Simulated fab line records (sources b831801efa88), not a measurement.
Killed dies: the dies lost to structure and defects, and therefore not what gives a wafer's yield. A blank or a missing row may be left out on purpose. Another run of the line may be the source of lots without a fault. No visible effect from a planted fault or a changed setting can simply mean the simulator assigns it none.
fab line records	flow gf180mcu
record lots=5	wafers=15	lastDay=34
route steps=602 shown DNWELL@34 NWELL@42 LVPWELL@54
lots with no fault: from the same line, run without faults
startH: the number of hours between the record's first day and the start of the first shown wafer of the lot	waitH: how many hours have passed since the lot's step before this one	" identical to the entry in the row above	L1.1+2: a row that stands for several wafers	- no value, or no start was given	* or withheld: withheld	< > ~ a bound
route shown NAME@n: NAME is a module with steps in the file, n the number in the route of the first one	usual: average and standard deviation across the fault-free wafers	same: alike in all rows	chamber/n: place in a boat	sites: the reading at each site	_std_site: standard deviation across them	_edge_site: mean of outer sites minus mean of inner sites	radiusMm: how far each site lies from the wafer's centre	mask NAME#n: copy n	behind: the tool/chamber that last shaped the wafer	hold: why the lot was held/for how many hours/how that ended	device: transistor that didn't switch, given as n, p or np	end of line: the tests these same wafers got at the end of their route	step lacking rows: just its recipe	killed: dies lost to structure and defects at the first sort, not the wafer's yield	map: per-die view of a wafer (x killed, . not killed, _ where there is no die)
set.NAME: the setting that was run; set.NAME@STEP: the one run at that earlier step	model.NAME: the simulator's own value behind a step, which no gauge read
lots at some steps of the route; a table a step, a row a wafer
services: the hour from which a tool's chamber was out of use, counted from the record's first day as startH (under 0 if before that day), plus the number of hours and why
## steps
# step GF_DNWELL_COAT_02
# recipe spinRpm=2000	resistThkNm=3000
# usual resistLineTempC=22.99/0.1
lot.wafer	tool	chamber	startH	waitH	resistLineTempC
L078.1	lithoTrack-04	0	57.16	0.1	22.97
L078.5	"	0	"	"	23.11
L078.6	"	0	"	"	22.96
L080.3	lithoTrack-03	0	70.20	0.1	22.88
L080.4	"	0	"	"	23.04
L080.5	"	0	"	"	22.92
L088.2	lithoTrack-04	0	110.38	0.1	22.77
L088.4	"	0	"	"	22.93
L088.6	"	0	"	"	22.96
L091.2	lithoTrack-04	0	124.28	0.1	22.90
L091.3	"	0	"	"	22.83
L091.5	"	0	"	"	23.01
L096.2	lithoTrack-03	0	153.33	0.1	23.13
L096.3	"	0	"	"	23.08
L096.6	"	0	"	"	23.03
# step GF_DNWELL_SOFTBAKE_03
# recipe tempC=110	timeS=withheld
# usual resistLineTempC=23.02/0.11
lot.wafer	tool	chamber	startH	waitH	resistLineTempC
L078.1	lithoTrack-04	0	57.31	0.1	23.31
L078.5	"	0	"	"	22.90
L078.6	"	0	"	"	23.03
L080.3	lithoTrack-03	0	70.37	0.1	23.05
L080.4	"	0	"	"	23.36
L080.5	"	0	"	"	23.22
L088.2	lithoTrack-04	0	110.54	0.1	23.10
L088.4	"	0	"	"	23.13
L088.6	"	0	"	"	23.07
L091.2	lithoTrack-04	0	124.44	0.1	22.85
L091.3	"	0	"	"	22.89
L091.5	"	0	"	"	22.91
L096.2	lithoTrack-03	0	153.49	0.1	23.01
L096.3	"	0	"	"	22.88
L096.6	"	0	"	"	23.06
# step GF_DNWELL_EXPOSE_04
# recipe maskId=DNWELL	targetCdNm=1700	na=0.6	sourceShape=conventional	sigmaOuter=0.6	doseMj=260
# same na=0.6
lot.wafer	tool	chamber	startH	waitH	mask
L078.1+5+6	ilineStepper-02	0	-	-	DNWELL#0
L080.3+4+5	ilineStepper-02	0	-	-	DNWELL#0
L088.2+4+6	ilineStepper-01	0	-	-	DNWELL#0
L091.2+3+5	ilineStepper-02	0	-	-	DNWELL#0
L096.2+3+6	ilineStepper-02	0	-	-	DNWELL#0
# step GF_DNWELL_PEB_05
# recipe tempC=115	timeS=withheld
# usual resistLineTempC=23.00/0.11
lot.wafer	tool	chamber	startH	waitH	resistLineTempC
L078.1	lithoTrack-01	0	-	-	23.00
L078.5	"	0	"	"	23.15
L078.6	"	0	"	"	23.12
L080.3	lithoTrack-04	0	-	-	22.90
L080.4	"	0	"	"	22.71
L080.5	"	0	"	"	22.86
L088.2	lithoTrack-04	0	-	-	23.09
L088.4	"	0	"	"	23.07
L088.6	"	0	"	"	22.87
L091.2	lithoTrack-01	0	-	-	23.20
L091.3	"	0	"	"	23.17
L091.5	"	0	"	"	23.14
L096.2	lithoTrack-04	0	-	-	22.99
L096.3	"	0	"	"	23.01
L096.6	"	0	"	"	22.97
# step GF_DNWELL_DEVELOP_06
# recipe wallAngleDeg=90	developTimeS=60	devTempC=23
# usual resistLineTempC=22.98/0.11
# same developTimeS=60
lot.wafer	tool	chamber	startH	waitH	resistLineTempC
L078.1	lithoTrack-01	0	-	-	23.05
L078.5	"	0	"	"	23.02
L078.6	"	0	"	"	23.06
L080.3	lithoTrack-04	0	-	-	23.04
L080.4	"	0	"	"	22.78
L080.5	"	0	"	"	23.02
L088.2	lithoTrack-04	0	-	-	22.95
L088.4	"	0	"	"	23.06
L088.6	"	0	"	"	23.03
L091.2	lithoTrack-01	0	-	-	22.91
L091.3	"	0	"	"	23.04
L091.5	"	0	"	"	22.99
L096.2	lithoTrack-04	0	-	-	22.82
L096.3	"	0	"	"	22.88
L096.6	"	0	"	"	22.89
# step GF_DNWELL_IMPLANT_07
# recipe species=P	energyKev=1500	doseCm2=1e+13	tiltDeg=0
# usual endStationPressureTorr=5.05e-06/2.6e-07	faradayCurrentUA=56.3/1.1
lot.wafer	tool	chamber	startH	waitH	endStationPressureTorr	faradayCurrentUA
L078.1	implanter-01	0	64.49	-	5.04e-06	55.2
L078.5	"	0	"	"	5.15e-06	56.0
L078.6	"	0	"	"	4.79e-06	53.4
L080.3	implanter-01	0	77.36	-	5.11e-06	56.6
L080.4	"	0	"	"	5.36e-06	57.3
L080.5	"	0	"	"	5.29e-06	55.5
L088.2	implanter-02	0	117.53	-	4.59e-06	57.6
L088.4	"	0	"	"	5.01e-06	57.1
L088.6	"	0	"	"	5.42e-06	55.1
L091.2	implanter-02	0	132.01	-	5.07e-06	57.4
L091.3	"	0	"	"	4.89e-06	56.8
L091.5	"	0	"	"	4.76e-06	55.5
L096.2	implanter-01	0	161.83	-	5.25e-06	56.1
L096.3	"	0	"	"	4.98e-06	55.4
L096.6	"	0	"	"	4.99e-06	54.9
# step GF_DNWELL_STRIP_08
# recipe chemistry=O2/N2	powerW=1400	pressureMtorr=1500	platenTempC=250	o2FlowSccm=3000	n2FlowSccm=300	overashFraction=0.5
# usual chamberPressureMTorr=1500.0/1.4	drypumpMotorCurrentA=5.6/0.63	heaterPowerW=332/29	oesProductAu=0.722/0.0042	stripTimeToEndpointS=36.91/0.11
# same overashFraction=0.5
lot.wafer	tool	chamber	startH	waitH	chamberPressureMTorr	drypumpMotorCurrentA	heaterPowerW	oesProductAu	rfHoursCounterH	stripTimeToEndpointS
L078.1	plasmaAsher-04	0	64.64	0.1	1500.1	6.3	343	0.718	39	36.80
L078.5	"	0	"	"	1500.9	6.3	350	0.720	-	36.78
L078.6	"	1	"	"	1501.9	5.0	386	0.718	-	36.89
L080.3	plasmaAsher-02	0	77.49	0.1	1501.3	6.3	322	0.728	-	36.98
L080.4	"	1	"	"	1497.0	4.9	299	0.712	-	36.91
L080.5	"	1	"	"	1499.2	5.0	298	0.718	-	37.12
L088.2	plasmaAsher-02	1	117.65	0.1	1501.0	4.9	304	0.717	47	36.98
L088.4	"	0	"	"	1498.9	6.3	323	0.715	-	36.95
L088.6	"	0	"	"	1498.9	6.3	332	0.718	-	37.00
L091.2	plasmaAsher-02	0	132.14	0.1	1501.3	6.3	334	0.726	49	36.86
L091.3	"	0	"	"	1504.0	6.3	322	0.726	-	36.77
L091.5	"	1	"	"	1500.7	4.9	303	0.721	-	36.82
L096.2	plasmaAsher-02	1	161.95	0.1	1499.6	5.0	305	0.726	52	36.96
L096.3	"	0	"	"	1497.7	6.3	326	0.731	-	36.98
L096.6	"	0	"	"	1498.3	6.3	326	0.729	-	36.98
# step GF_DNWELL_TW_MEAS_09
# usual DNWELL_TW=1356/8.6
lot.wafer	tool	chamber	startH	waitH	DNWELL_TW
L078.1	filmMetro-01	-	64.74	0.1	1353
L078.5	"	-	"	"	1354
L078.6	"	-	"	"	1354
L080.3	filmMetro-03	-	77.58	0.1	1351
L080.4	"	-	"	"	1355
L080.5	"	-	"	"	1359
L088.2	filmMetro-04	-	117.76	0.1	1355
L088.4	"	-	"	"	1353
L088.6	"	-	"	"	1361
L091.2	filmMetro-03	-	132.25	0.1	1350
L091.3	"	-	"	"	1354
L091.5	"	-	"	"	1349
L096.2	filmMetro-04	-	162.06	0.1	1362
L096.3	"	-	"	"	1357
L096.6	"	-	"	"	1352
# step GF_NWELL_DEHYDRATE_00
# recipe tempC=200	timeS=60
# usual resistLineTempC=23.00/0.11
lot.wafer	tool	chamber	startH	waitH	resistLineTempC
L078.1	lithoTrack-02	0	70.99	6.2	22.99
L078.5	"	0	"	"	22.96
L078.6	"	0	"	"	23.05
L080.3	lithoTrack-03	0	83.25	5.7	23.11
L080.4	"	0	"	"	23.17
L080.5	"	0	"	"	23.25
L088.2	lithoTrack-03	0	124.68	6.9	22.91
L088.4	"	0	"	"	23.06
L088.6	"	0	"	"	22.93
L091.2	lithoTrack-03	0	139.53	7.3	23.02
L091.3	"	0	"	"	22.90
L091.5	"	0	"	"	22.90
L096.2	lithoTrack-02	0	169.16	7.1	23.07
L096.3	"	0	"	"	23.11
L096.6	"	0	"	"	23.02
# step GF_NWELL_HMDS_01
# recipe primeTimeS=60	primeTempC=120
# usual resistLineTempC=22.96/0.1
# same primeTimeS=60
lot.wafer	tool	chamber	startH	waitH	resistLineTempC
L078.1	lithoTrack-02	0	71.14	0.1	22.84
L078.5	"	0	"	"	23.06
L078.6	"	0	"	"	22.91
L080.3	lithoTrack-03	0	83.40	0.1	22.97
L080.4	"	0	"	"	23.02
L080.5	"	0	"	"	23.16
L088.2	lithoTrack-03	0	124.83	0.1	22.97
L088.4	"	0	"	"	23.09
L088.6	"	0	"	"	23.02
L091.2	lithoTrack-03	0	139.68	0.1	23.00
L091.3	"	0	"	"	23.04
L091.5	"	0	"	"	23.18
L096.2	lithoTrack-02	0	169.31	0.1	23.04
L096.3	"	0	"	"	23.06
L096.6	"	0	"	"	23.10
# step GF_NWELL_COAT_02
# recipe spinRpm=2000	resistThkNm=3000
# usual resistLineTempC=23.01/0.097
lot.wafer	tool	chamber	startH	waitH	resistLineTempC
L078.1	lithoTrack-02	0	71.29	0.1	23.04
L078.5	"	0	"	"	23.01
L078.6	"	0	"	"	22.79
L080.3	lithoTrack-03	0	83.55	0.1	23.14
L080.4	"	0	"	"	23.18
L080.5	"	0	"	"	23.19
L088.2	lithoTrack-03	0	124.98	0.1	22.91
L088.4	"	0	"	"	22.87
L088.6	"	0	"	"	22.95
L091.2	lithoTrack-03	0	139.83	0.1	22.84
L091.3	"	0	"	"	23.13
L091.5	"	0	"	"	23.07
L096.2	lithoTrack-02	0	169.46	0.1	23.01
L096.3	"	0	"	"	23.04
L096.6	"	0	"	"	23.01
# step GF_NWELL_SOFTBAKE_03
# recipe tempC=110	timeS=withheld
# usual resistLineTempC=22.99/0.11
lot.wafer	tool	chamber	startH	waitH	resistLineTempC
L078.1	lithoTrack-02	0	71.44	0.1	22.92
L078.5	"	0	"	"	22.91
L078.6	"	0	"	"	23.05
L080.3	lithoTrack-03	0	83.72	0.1	22.92
L080.4	"	0	"	"	22.96
L080.5	"	0	"	"	23.00
L088.2	lithoTrack-03	0	125.14	0.1	22.96
L088.4	"	0	"	"	23.03
L088.6	"	0	"	"	22.96
L091.2	lithoTrack-03	0	139.99	0.1	23.02
L091.3	"	0	"	"	23.05
L091.5	"	0	"	"	22.74
L096.2	lithoTrack-02	0	169.62	0.1	23.02
L096.3	"	0	"	"	22.89
L096.6	"	0	"	"	23.11
# step GF_NWELL_EXPOSE_04
# recipe maskId=Nwell	targetCdNm=860	na=0.6	sourceShape=conventional	sigmaOuter=0.6	doseMj=260
# same na=0.6
lot.wafer	tool	chamber	startH	waitH	mask
L078.1+5+6	ilineStepper-02	0	-	-	Nwell#0
L080.3+4+5	ilineStepper-01	0	-	-	Nwell#0
L088.2+4+6	ilineStepper-02	0	-	-	Nwell#0
L091.2+3+5	ilineStepper-02	0	-	-	Nwell#0
L096.2+3+6	ilineStepper-01	0	-	-	Nwell#0
# step GF_NWELL_PEB_05
# recipe tempC=115	timeS=withheld
# usual resistLineTempC=23.01/0.11
lot.wafer	tool	chamber	startH	waitH	resistLineTempC
L078.1	lithoTrack-01	0	-	-	23.12
L078.5	"	0	"	"	22.92
L078.6	"	0	"	"	23.06
L080.3	lithoTrack-03	0	-	-	23.06
L080.4	"	0	"	"	23.07
L080.5	"	0	"	"	23.15
L088.2	lithoTrack-03	0	-	-	23.01
L088.4	"	0	"	"	23.07
L088.6	"	0	"	"	22.89
L091.2	lithoTrack-02	0	-	-	22.95
L091.3	"	0	"	"	23.04
L091.5	"	0	"	"	22.93
L096.2	lithoTrack-02	0	-	-	22.98
L096.3	"	0	"	"	22.98
L096.6	"	0	"	"	23.07
# step GF_NWELL_DEVELOP_06
# recipe wallAngleDeg=90	developTimeS=60	devTempC=23
# usual resistLineTempC=23.01/0.1
# same developTimeS=60
lot.wafer	tool	chamber	startH	waitH	resistLineTempC
L078.1	lithoTrack-01	0	-	-	23.17
L078.5	"	0	"	"	23.04
L078.6	"	0	"	"	23.02
L080.3	lithoTrack-03	0	-	-	23.02
L080.4	"	0	"	"	23.08
L080.5	"	0	"	"	22.98
L088.2	lithoTrack-03	0	-	-	22.89
L088.4	"	0	"	"	22.94
L088.6	"	0	"	"	23.29
L091.2	lithoTrack-02	0	-	-	23.16
L091.3	"	0	"	"	23.10
L091.5	"	0	"	"	23.00
L096.2	lithoTrack-02	0	-	-	22.81
L096.3	"	0	"	"	23.08
L096.6	"	0	"	"	22.91
# step GF_NWELL_OVL_MEAS_07
# usual NWELL_OVL=-0.4/1.5
lot.wafer	tool	chamber	startH	waitH	NWELL_OVL[nm]
L078.1	overlay-01	-	78.84	-	1.7
L078.5	"	-	"	"	1.6
L078.6	"	-	"	"	-0.1
L080.3	overlay-02	-	90.77	-	-3.5
L080.4	"	-	"	"	-1.5
L080.5	"	-	"	"	-1.0
L088.2	overlay-01	-	132.46	-	-1.6
L088.4	"	-	"	"	-0.6
L088.6	"	-	"	"	-1.4
L091.2	overlay-01	-	147.60	-	-0.4
L091.3	"	-	"	"	0.7
L091.5	"	-	"	"	1.2
L096.2	overlay-02	-	178.00	-	-2.4
L096.3	"	-	"	"	-2.2
L096.6	"	-	"	"	-1.4
# step GF_NWELL_IMPLANT_08
# recipe species=P	energyKev=450	doseCm2=1.5e+13	tiltDeg=0
# usual endStationPressureTorr=5.08e-06/2.7e-07	faradayCurrentUA=84.8/1.7
lot.wafer	tool	chamber	startH	waitH	endStationPressureTorr	faradayCurrentUA
L078.1	implanter-03	0	78.88	0.0	5.07e-06	86.2
L078.5	"	0	"	"	5.08e-06	86.2
L078.6	"	0	"	"	4.82e-06	84.4
L080.3	implanter-01	0	90.84	0.1	5.13e-06	87.4
L080.4	"	0	"	"	5.47e-06	84.8
L080.5	"	0	"	"	5.04e-06	82.9
L088.2	implanter-02	0	132.51	0.0	4.93e-06	83.8
L088.4	"	0	"	"	5.35e-06	84.3
L088.6	"	0	"	"	5.46e-06	86.2
L091.2	implanter-03	0	147.65	0.0	5.59e-06	82.1
L091.3	"	0	"	"	4.73e-06	85.9
L091.5	"	0	"	"	4.99e-06	86.1
L096.2	implanter-03	0	178.05	0.0	5.22e-06	85.0
L096.3	"	0	"	"	5.29e-06	85.1
L096.6	"	0	"	"	4.63e-06	83.9
# step GF_NWELL_IMPLANT_09
# recipe species=P	energyKev=160	doseCm2=4e+12	tiltDeg=0
# usual endStationPressureTorr=5.02e-06/3e-07	faradayCurrentUA=22.5/0.42
lot.wafer	tool	chamber	startH	waitH	endStationPressureTorr	faradayCurrentUA
L078.1	implanter-03	0	79.03	0.1	4.68e-06	22.0
L078.5	"	0	"	"	4.97e-06	22.9
L078.6	"	0	"	"	4.84e-06	22.8
L080.3	implanter-01	0	90.99	0.1	4.9e-06	21.6
L080.4	"	0	"	"	5.37e-06	22.4
L080.5	"	0	"	"	5.04e-06	22.3
L088.2	implanter-02	0	132.66	0.1	4.72e-06	22.5
L088.4	"	0	"	"	4.28e-06	22.1
L088.6	"	0	"	"	5.03e-06	22.3
L091.2	implanter-03	0	147.80	0.1	5.3e-06	22.4
L091.3	"	0	"	"	4.95e-06	22.0
L091.5	"	0	"	"	5.17e-06	22.7
L096.2	implanter-03	0	178.20	0.1	5.1e-06	22.1
L096.3	"	0	"	"	5.14e-06	22.2
L096.6	"	0	"	"	4.96e-06	22.3
# step GF_NWELL_STRIP_10
# recipe chemistry=O2/N2	powerW=1400	pressureMtorr=1500	platenTempC=250	o2FlowSccm=3000	n2FlowSccm=300	overashFraction=0.5
# usual chamberPressureMTorr=1499.9/1.4	drypumpMotorCurrentA=5.6/0.46	heaterPowerW=341/32	oesProductAu=0.722/0.0045	stripTimeToEndpointS=37.01/0.12
# same overashFraction=0.5
lot.wafer	tool	chamber	startH	waitH	chamberPressureMTorr	drypumpMotorCurrentA	heaterPowerW	oesProductAu	rfHoursCounterH	stripTimeToEndpointS
L078.1	plasmaAsher-03	0	79.18	0.1	1500.0	5.4	357	0.728	42	37.33
L078.5	"	0	"	"	1497.9	5.4	370	0.725	-	37.17
L078.6	"	1	"	"	1499.2	5.9	359	0.715	-	37.39
L080.3	plasmaAsher-01	1	91.12	0.1	1499.9	5.6	392	0.723	-	36.80
L080.4	"	0	"	"	1501.3	5.3	317	0.719	-	36.83
L080.5	"	1	"	"	1498.2	5.6	392	0.717	-	36.88
L088.2	plasmaAsher-02	0	132.79	0.1	1497.8	6.3	321	0.724	49	36.86
L088.4	"	1	"	"	1498.9	5.0	306	0.714	-	36.84
L088.6	"	1	"	"	1495.4	5.0	307	0.723	-	36.97
L091.2	plasmaAsher-01	1	147.93	0.1	1499.5	5.6	388	0.725	38	37.01
L091.3	"	0	"	"	1498.7	5.3	324	0.730	-	36.95
L091.5	"	0	"	"	1499.0	5.3	318	0.729	-	36.99
L096.2	plasmaAsher-02	1	178.33	0.1	1500.2	4.9	311	0.725	53	37.04
L096.3	"	1	"	"	1499.5	5.0	309	0.720	-	37.03
L096.6	"	1	"	"	1499.3	4.9	308	0.721	-	37.00
# step GF_NWELL_TW_MEAS_11
# usual NWELL_TW=1572/9.9
lot.wafer	tool	chamber	startH	waitH	NWELL_TW
L078.1	filmMetro-01	-	79.28	0.1	1577
L078.5	"	-	"	"	1579
L078.6	"	-	"	"	1586
L080.3	filmMetro-02	-	91.21	0.1	1561
L080.4	"	-	"	"	1565
L080.5	"	-	"	"	1554
L088.2	filmMetro-03	-	132.90	0.1	1569
L088.4	"	-	"	"	1573
L088.6	"	-	"	"	1575
L091.2	filmMetro-02	-	148.04	0.1	1569
L091.3	"	-	"	"	1551
L091.5	"	-	"	"	1563
L096.2	filmMetro-01	-	178.44	0.1	1575
L096.3	"	-	"	"	1583
L096.6	"	-	"	"	1584
# step GF_LVPWELL_DEHYDRATE_00
# recipe tempC=200	timeS=60
# usual resistLineTempC=22.99/0.1
lot.wafer	tool	chamber	startH	waitH	resistLineTempC
L078.1	lithoTrack-04	0	84.91	5.6	22.80
L078.5	"	0	"	"	22.93
L078.6	"	0	"	"	22.82
L080.3	lithoTrack-03	0	96.70	5.5	23.04
L080.4	"	0	"	"	23.06
L080.5	"	0	"	"	23.01
L088.2	lithoTrack-03	0	140.18	7.3	23.04
L088.4	"	0	"	"	23.01
L088.6	"	0	"	"	22.94
L091.2	lithoTrack-02	0	155.01	7.0	22.84
L091.3	"	0	"	"	22.98
L091.5	"	0	"	"	22.91
L096.2	lithoTrack-02	0	185.61	7.2	22.96
L096.3	"	0	"	"	23.13
L096.6	"	0	"	"	23.02
# step GF_LVPWELL_HMDS_01
# recipe primeTimeS=60	primeTempC=120
# usual resistLineTempC=22.99/0.11
# same primeTimeS=60
lot.wafer	tool	chamber	startH	waitH	resistLineTempC
L078.1	lithoTrack-04	0	85.06	0.1	23.08
L078.5	"	0	"	"	23.20
L078.6	"	0	"	"	22.99
L080.3	lithoTrack-03	0	96.85	0.1	23.22
L080.4	"	0	"	"	23.18
L080.5	"	0	"	"	23.19
L088.2	lithoTrack-03	0	140.33	0.1	23.07
L088.4	"	0	"	"	22.82
L088.6	"	0	"	"	22.87
L091.2	lithoTrack-02	0	155.16	0.1	22.98
L091.3	"	0	"	"	22.97
L091.5	"	0	"	"	22.98
L096.2	lithoTrack-02	0	185.76	0.1	22.98
L096.3	"	0	"	"	22.92
L096.6	"	0	"	"	22.93
# step GF_LVPWELL_COAT_02
# recipe spinRpm=2000	resistThkNm=3000
# usual resistLineTempC=23.00/0.1
lot.wafer	tool	chamber	startH	waitH	resistLineTempC
L078.1	lithoTrack-04	0	85.21	0.1	22.85
L078.5	"	0	"	"	22.91
L078.6	"	0	"	"	23.04
L080.3	lithoTrack-03	0	97.00	0.1	23.03
L080.4	"	0	"	"	22.87
L080.5	"	0	"	"	23.01
L088.2	lithoTrack-03	0	140.48	0.1	22.91
L088.4	"	0	"	"	22.99
L088.6	"	0	"	"	23.04
L091.2	lithoTrack-02	0	155.31	0.1	22.81
L091.3	"	0	"	"	22.81
L091.5	"	0	"	"	22.71
L096.2	lithoTrack-02	0	185.91	0.1	23.10
L096.3	"	0	"	"	23.10
L096.6	"	0	"	"	23.05
# step GF_LVPWELL_SOFTBAKE_03
# recipe tempC=110	timeS=withheld
# usual resistLineTempC=22.98/0.1
lot.wafer	tool	chamber	startH	waitH	resistLineTempC
L078.1	lithoTrack-04	0	85.36	0.1	23.00
L078.5	"	0	"	"	22.88
L078.6	"	0	"	"	22.96
L080.3	lithoTrack-03	0	97.17	0.1	22.83
L080.4	"	0	"	"	22.88
L080.5	"	0	"	"	22.91
L088.2	lithoTrack-03	0	140.64	0.1	23.09
L088.4	"	0	"	"	23.05
L088.6	"	0	"	"	23.04
L091.2	lithoTrack-02	0	155.47	0.1	22.96
L091.3	"	0	"	"	22.84
L091.5	"	0	"	"	22.89
L096.2	lithoTrack-02	0	186.07	0.1	23.15
L096.3	"	0	"	"	23.01
L096.6	"	0	"	"	23.01
# step GF_LVPWELL_EXPOSE_04
# recipe maskId=LVPWELL	targetCdNm=600	na=0.6	sourceShape=conventional	sigmaOuter=0.6	doseMj=260
# same na=0.6
lot.wafer	tool	chamber	startH	waitH	mask
L078.1+5+6	ilineStepper-01	0	-	-	LVPWELL#0
L080.3+4+5	ilineStepper-02	0	-	-	LVPWELL#0
L088.2+4+6	ilineStepper-01	0	-	-	LVPWELL#0
L091.2+3+5	ilineStepper-01	0	-	-	LVPWELL#0
L096.2+3+6	ilineStepper-02	0	-	-	LVPWELL#0
# step GF_LVPWELL_PEB_05
# recipe tempC=115	timeS=withheld
# usual resistLineTempC=22.98/0.095
lot.wafer	tool	chamber	startH	waitH	resistLineTempC
L078.1	lithoTrack-03	0	-	-	23.08
L078.5	"	0	"	"	22.92
L078.6	"	0	"	"	22.99
L080.3	lithoTrack-03	0	-	-	22.81
L080.4	"	0	"	"	22.89
L080.5	"	0	"	"	23.00
L088.2	lithoTrack-02	0	-	-	22.95
L088.4	"	0	"	"	22.97
L088.6	"	0	"	"	22.91
L091.2	lithoTrack-02	0	-	-	22.83
L091.3	"	0	"	"	22.99
L091.5	"	0	"	"	22.77
L096.2	lithoTrack-02	0	-	-	22.82
L096.3	"	0	"	"	22.90
L096.6	"	0	"	"	22.89
# step GF_LVPWELL_DEVELOP_06
# recipe wallAngleDeg=90	developTimeS=60	devTempC=23
# usual resistLineTempC=23.03/0.1
# same developTimeS=60
lot.wafer	tool	chamber	startH	waitH	resistLineTempC
L078.1	lithoTrack-03	0	-	-	22.82
L078.5	"	0	"	"	22.78
L078.6	"	0	"	"	23.06
L080.3	lithoTrack-03	0	-	-	23.00
L080.4	"	0	"	"	22.95
L080.5	"	0	"	"	23.03
L088.2	lithoTrack-02	0	-	-	22.98
L088.4	"	0	"	"	23.10
L088.6	"	0	"	"	23.20
L091.2	lithoTrack-02	0	-	-	22.98
L091.3	"	0	"	"	22.92
L091.5	"	0	"	"	22.90
L096.2	lithoTrack-02	0	-	-	23.06
L096.3	"	0	"	"	23.08
L096.6	"	0	"	"	23.01
# step GF_LVPWELL_OVL_MEAS_07
# usual LVPWELL_OVL=0.6/1.4
lot.wafer	tool	chamber	startH	waitH	LVPWELL_OVL[nm]
L078.1	overlay-02	-	92.80	-	0.7
L078.5	"	-	"	"	-0.4
L078.6	"	-	"	"	1.6
L080.3	overlay-01	-	103.57	-	-0.5
L080.4	"	-	"	"	1.0
L080.5	"	-	"	"	1.1
L088.2	overlay-02	-	147.95	-	4.2
L088.4	"	-	"	"	3.2
L088.6	"	-	"	"	2.7
L091.2	overlay-02	-	163.85	-	2.1
L091.3	"	-	"	"	1.6
L091.5	"	-	"	"	1.8
L096.2	overlay-01	-	194.85	-	0.5
L096.3	"	-	"	"	0.7
L096.6	"	-	"	"	1.9
# step GF_LVPWELL_IMPLANT_08
# recipe species=B	energyKev=170	doseCm2=1.5e+13	tiltDeg=0
# usual endStationPressureTorr=5.04e-06/2.9e-07	faradayCurrentUA=84.6/1.6
lot.wafer	tool	chamber	startH	waitH	endStationPressureTorr	faradayCurrentUA
L078.1	implanter-04	0	92.84	0.0	4.83e-06	83.3
L078.5	"	0	"	"	4.9e-06	85.8
L078.6	"	0	"	"	5.33e-06	85.1
L080.3	implanter-03	0	103.64	0.1	5.06e-06	86.6
L080.4	"	0	"	"	5.17e-06	87.3
L080.5	"	0	"	"	4.81e-06	83.9
L088.2	implanter-03	0	148.00	0.0	5.36e-06	86.4
L088.4	"	0	"	"	5.37e-06	86.8
L088.6	"	0	"	"	5.23e-06	85.7
L091.2	implanter-04	0	163.90	0.0	4.68e-06	86.3
L091.3	"	0	"	"	4.84e-06	85.9
L091.5	"	0	"	"	5e-06	83.2
L096.2	implanter-01	0	194.90	0.0	4.63e-06	83.2
L096.3	"	0	"	"	5.2e-06	83.5
L096.6	"	0	"	"	4.73e-06	81.9
# step GF_LVPWELL_IMPLANT_09
# recipe species=B	energyKev=60	doseCm2=5e+12	tiltDeg=0
# usual endStationPressureTorr=5.01e-06/2.9e-07	faradayCurrentUA=28.2/0.54
lot.wafer	tool	chamber	startH	waitH	endStationPressureTorr	faradayCurrentUA
L078.1	implanter-04	0	92.99	0.1	5.11e-06	27.0
L078.5	"	0	"	"	4.85e-06	27.5
L078.6	"	0	"	"	4.93e-06	28.0
L080.3	implanter-03	0	103.79	0.1	5.09e-06	29.0
L080.4	"	0	"	"	5.2e-06	28.6
L080.5	"	0	"	"	5.08e-06	28.1
L088.2	implanter-03	0	148.15	0.1	5.06e-06	28.4
L088.4	"	0	"	"	5.02e-06	28.6
L088.6	"	0	"	"	4.95e-06	28.2
L091.2	implanter-04	0	164.05	0.1	5.35e-06	28.0
L091.3	"	0	"	"	4.38e-06	29.1
L091.5	"	0	"	"	5.38e-06	28.4
L096.2	implanter-01	0	195.05	0.1	5.41e-06	27.5
L096.3	"	0	"	"	4.82e-06	29.4
L096.6	"	0	"	"	4.62e-06	28.2
## services
tool	chamber	startH	hours	kind
ilineStepper-01	-	38.68	1.7	pm
plasmaAsher-02	-	48.47	1.9	repair
implanter-02	-	51.89	3.9	repair
plasmaAsher-03	-	68.69	4.2	repair
plasmaAsher-04	-	74.49	15.6	pm
ilineStepper-02	-	81.52	9.4	repair
ilineStepper-01	-	87.32	22.6	repair
plasmaAsher-04	-	108.75	9.0	pm
plasmaAsher-04	0	108.75	9.0	ventCycle
plasmaAsher-04	1	108.75	9.0	ventCycle
plasmaAsher-04	0	117.75	-	clean
plasmaAsher-04	1	117.75	-	clean
implanter-04	-	130.28	5.8	pm
lithoTrack-02	-	139.14	-	consumableReplace:filter
implanter-02	-	157.52	14.2	repair
implanter-02	-	173.98	1.4	repair
implanter-04	-	176.76	1.9	repair
ilineStepper-02	0	191.92	-	calibration
## key
fault none
